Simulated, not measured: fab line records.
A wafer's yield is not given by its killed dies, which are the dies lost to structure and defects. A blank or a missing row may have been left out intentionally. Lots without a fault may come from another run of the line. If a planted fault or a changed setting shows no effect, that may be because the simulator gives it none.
The tool behind it: which one? + flow sky130 + Sampling: 6 lots, 18 wafers, 2 of 708 route steps

## WHAT EACH GAUGE READ, for each wafer
SKY_LI_CONTACT_BOW_MEAS_03.
| lot  | measured     | on            | LI_CONTACT_BOW (um) |
|------|--------------|---------------|---------------------|
| L907 | day 28 17:22 | film-metro-04 | 63 57 54            |
| L910 | day 29 16:32 | film-metro-04 | 56 51 50            |
| L912 | day 30 14:56 | film-metro-01 | 58 49 57            |
| L914 | day 31 11:37 | film-metro-04 | 64 49 58            |
| L922 | day 33 19:27 | film-metro-01 | 55 62 39            |
| L924 | day 34 06:32 | film-metro-01 | 61 46 57            |

## TOOL THAT RAN EACH LOT (tool first, then ch and the chambers of the sampled wafers, then the start)
| lot  | SKY_VT_ADJUST_LVTN_DEVELOP_17     |
|------|-----------------------------------|
| L907 | litho-track-03 ch 0, day 8 06:25  |
| L910 | litho-track-02 ch 0, day 9 01:31  |
| L912 | litho-track-03 ch 0, day 9 15:40  |
| L914 | litho-track-02 ch 0, day 10 10:25 |
| L922 | litho-track-03 ch 0, day 12 13:24 |
| L924 | litho-track-02 ch 0, day 13 00:25 |
- SKY_VT_ADJUST_LVTN_DEVELOP_17: develop time 62.06 s.

## THE ANSWER, worked out from the rows above alone
Rule: usual is defined by the lots themselves. The widest of any qualifying gaps counts: lots, ordered by their means at a reading, are off when they make up no more than a third of the lots, leave a main group of 4 or more, and stand apart from it by 3 or more times the standard deviation of that group's means. A main group is skipped when, at the precision printed for the reading in the tables above, its means are all equal. A lot without any number at a reading at which 4 lots or more have one is off too. All remaining lots with rows at the step are treated as sound.
None of the lots is off at any reading shown; this tells nothing.

## WHAT WAS PUT IN BY THE SIMULATOR
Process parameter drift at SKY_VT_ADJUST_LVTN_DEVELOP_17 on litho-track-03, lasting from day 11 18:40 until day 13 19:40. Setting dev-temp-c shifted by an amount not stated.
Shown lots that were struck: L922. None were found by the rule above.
